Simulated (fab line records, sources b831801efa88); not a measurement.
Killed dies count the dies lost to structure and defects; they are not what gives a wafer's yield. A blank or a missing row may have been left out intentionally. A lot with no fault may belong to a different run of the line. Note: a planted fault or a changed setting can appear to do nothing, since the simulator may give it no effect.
Chamber matching -- flow sky130 -- SKY_CAP2M_CVD_00 on pecvd-04: 3 sister chambers
The step deposits SiO2, target thk 15.5 nm. 14 wafers are shown with their chamber, then 7 later ones without.

## WAFERS PAIRED WITH THEIR CHAMBERS
wafer,chamber,heater_power_w (W)
L205.1,2,741
L205.4,2,763
L205.5,0,608
L207.1,2,900
L207.2,0,715
L207.3,1,653
L208.2,0,638
L208.5,0,625
L208.6,2,833
L210.3,2,848
L210.5,2,844
L210.6,1,727
L220.1,2,787
L220.4,0,756

SIGNATURES, as means of the wafers listed above
reading,chamber 0,chamber 1,chamber 2,scatter within a chamber
heater_power_w,668.40,690.00,816.57,58.4
Rule: for each reading, subtract the chamber's mean from the wafer's reading, divide by that reading's scatter and square the result; add these up over the readings and take the root, which gives the wafer's distance from the chamber. The wafer belongs to the nearest chamber; if the next one is less than 2 further off, it can't be placed. How the scatter is found: for the shown wafers, subtract from each reading the mean of its chamber, square and add these, divide the total by (wafers less chambers), then take the root.

## WAFERS WITHOUT THEIR CHAMBER
wafer,heater_power_w (W)
L220.5,807
L223.2,705
L223.3,779
L223.6,721
L225.1,627
L225.4,620
L225.5,623

## THE CHAMBER EACH PASSED THROUGH
wafer,from the rows above,in truth
L220.5,can't be placed: 2 or 1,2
L223.2,can't be placed: 1 or 0 or 2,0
L223.3,can't be placed: 2 or 1 or 0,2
L223.6,can't be placed: 1 or 0 or 2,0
L225.1,can't be placed: 0 or 1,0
L225.4,can't be placed: 0 or 1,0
L225.5,can't be placed: 0 or 1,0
Placed correctly: 0 of 7. Unplaceable from these rows: 7, with the true chamber sitting among the candidates in 7. Placed wrongly: 0.
